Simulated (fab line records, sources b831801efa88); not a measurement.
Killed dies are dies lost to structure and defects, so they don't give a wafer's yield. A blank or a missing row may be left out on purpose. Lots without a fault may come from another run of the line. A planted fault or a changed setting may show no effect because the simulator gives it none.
Tool commonality check | flow sky130 | 12 lots, 36 wafers sampled

WHY IT WAS OPENED
At SKY_NWELL_RS_MEAS_29 the reading NWELL_RS is flagged on 2 of 12 lots. Wafers without a fault read 625.5 ohm/sq, standard deviation 1.9.
Rule: a lot is flagged when every wafer of it that has a number lies more than 4 standard deviations from that mean, or none has a number. The other lots count as sound.

lot  | measured     | on            | NWELL_RS (ohm/sq), wafer by wafer | flag
L220 | day 5 15:02  | film_metro-04 | 625.2 626.1 626.9                 |
L221 | day 5 18:21  | film_metro-02 | 625.4 623.1 625.5                 |
L223 | day 6 07:54  | film_metro-02 | 625.0 624.5 625.0                 |
L224 | day 6 10:26  | film_metro-03 | 623.6 623.1 623.8                 |
L225 | day 6 18:02  | film_metro-04 | 626.6 627.9 624.6                 |
L226 | day 6 23:56  | film_metro-04 | 612.5 611.4 612.4                 | FLAGGED
L227 | day 7 07:22  | film_metro-04 | 613.2 612.9 612.3                 | FLAGGED
L236 | day 9 20:02  | film_metro-04 | 624.5 624.9 624.6                 |
L237 | day 10 03:14 | film_metro-03 | 625.2 625.3 625.1                 |
L239 | day 10 06:44 | film_metro-03 | 628.2 626.5 625.5                 |
L240 | day 10 15:22 | film_metro-04 | 625.7 625.7 627.3                 |
L242 | day 11 03:05 | film_metro-02 | 624.6 623.5 623.4                 |
The numbers of the flagged lots are 612.5 ohm/sq on average: -13.0 ohm/sq against the usual, or -7 standard deviations.

WHICH TOOL RAN EACH LOT
The record holds 2 process steps before the reading, out of a route of 708 steps. In each cell: the tool, then ch and the chambers that the sampled wafers went through, then the start.
lot  | flag    | SKY_FIELD_ISO_ETCH_15             | SKY_NWELL_IMPLANT_11
L220 |         | rie_diel-02 ch 0,1,3, day 2 11:12 | implanter-04 ch 0, day 4 21:32
L221 |         | rie_diel-03 ch 0,2,3, day 2 14:39 | implanter-02 ch 0, day 4 23:54
L223 |         | rie_diel-02 ch 2,3, day 3 01:55   | implanter-04 ch 0, day 5 12:32
L224 |         | rie_diel-02 ch 2,3, day 3 07:19   | implanter-04 ch 0, day 5 15:17
L225 |         | rie_diel-01 ch 0,1,3, day 3 13:09 | implanter-02 ch 0, day 5 22:15
L226 | FLAGGED | rie_diel-03 ch 1,2,3, day 3 16:07 | implanter-04 ch 0, day 6 03:50
L227 | FLAGGED | rie_diel-02 ch 0,2,3, day 3 22:52 | implanter-04 ch 0, day 6 11:16
L236 |         | rie_diel-02 ch 0,2,3, day 6 02:16 | implanter-01 ch 0, day 8 20:58
L237 |         | rie_diel-02 ch 0,1,3, day 6 06:04 | implanter-02 ch 0, day 9 04:28
L239 |         | rie_diel-03 ch 0,3, day 6 11:10   | implanter-01 ch 0, day 9 07:49
L240 |         | rie_diel-02 ch 0,3, day 6 17:13   | implanter-02 ch 0, day 9 15:37
L242 |         | rie_diel-01 ch 0,1, day 7 04:07   | implanter-02 ch 0, day 10 03:19
What these steps do:
- SKY_FIELD_ISO_ETCH_15: etches the open film in CHF3/O2, stops on Si, target depth 180 nm, time 72 s.
- SKY_NWELL_IMPLANT_11
- SKY_NWELL_RS_MEAS_29: measures by four-point-probe.

FLAGGED OVER TOTAL, TOOL BY TOOL (the gauges that took the reading come last)
step                  | tool          | lots run | flagged | share of the flagged lots | sound lots run after its first flagged lot
SKY_FIELD_ISO_ETCH_15 | rie_diel-01   | 2        | 0       | none                      | -
SKY_FIELD_ISO_ETCH_15 | rie_diel-02   | 7        | 1       | some                      | 3 (L236,L237,L240)
SKY_FIELD_ISO_ETCH_15 | rie_diel-03   | 3        | 1       | some                      | 1 (L239)
SKY_NWELL_IMPLANT_11  | implanter-01  | 2        | 0       | none                      | -
SKY_NWELL_IMPLANT_11  | implanter-02  | 5        | 0       | none                      | -
SKY_NWELL_IMPLANT_11  | implanter-04  | 5        | 2       | all                       | 0
SKY_NWELL_RS_MEAS_29  | film_metro-02 | 3        | 0       | none                      | -
SKY_NWELL_RS_MEAS_29  | film_metro-03 | 3        | 0       | none                      | -
SKY_NWELL_RS_MEAS_29  | film_metro-04 | 6        | 2       | all                       | 2 (L236,L240)

WHAT THE TABLE ALLOWS
2 rows of the table ran every flagged lot: implanter-04 at SKY_NWELL_IMPLANT_11, film_metro-04 at SKY_NWELL_RS_MEAS_29.
- implanter-04 at SKY_NWELL_IMPLANT_11: 2 of its 5 lots flagged. Its last sound lot is L224 (day 5 15:17), its first flagged lot L226 (day 6 03:50): a fault that began between those two fits. Its own readings lie more than 4 standard deviations out on every wafer of the flagged lots: dose_ions_cm2.
- film_metro-04 at SKY_NWELL_RS_MEAS_29: 2 of its 6 lots flagged. Sound lots ran on it after the first flagged one (L236, L240), which a lasting fault on the whole tool wouldn't allow.
One tool is left: implanter-04 at SKY_NWELL_IMPLANT_11.

WHAT THE SIMULATOR HAD PUT IN
Process parameter drift: implanter-04, from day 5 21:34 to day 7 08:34, at SKY_NWELL_IMPLANT_11. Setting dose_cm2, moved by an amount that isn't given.
Lots struck among those shown: L226, L227. The rule above found the same.
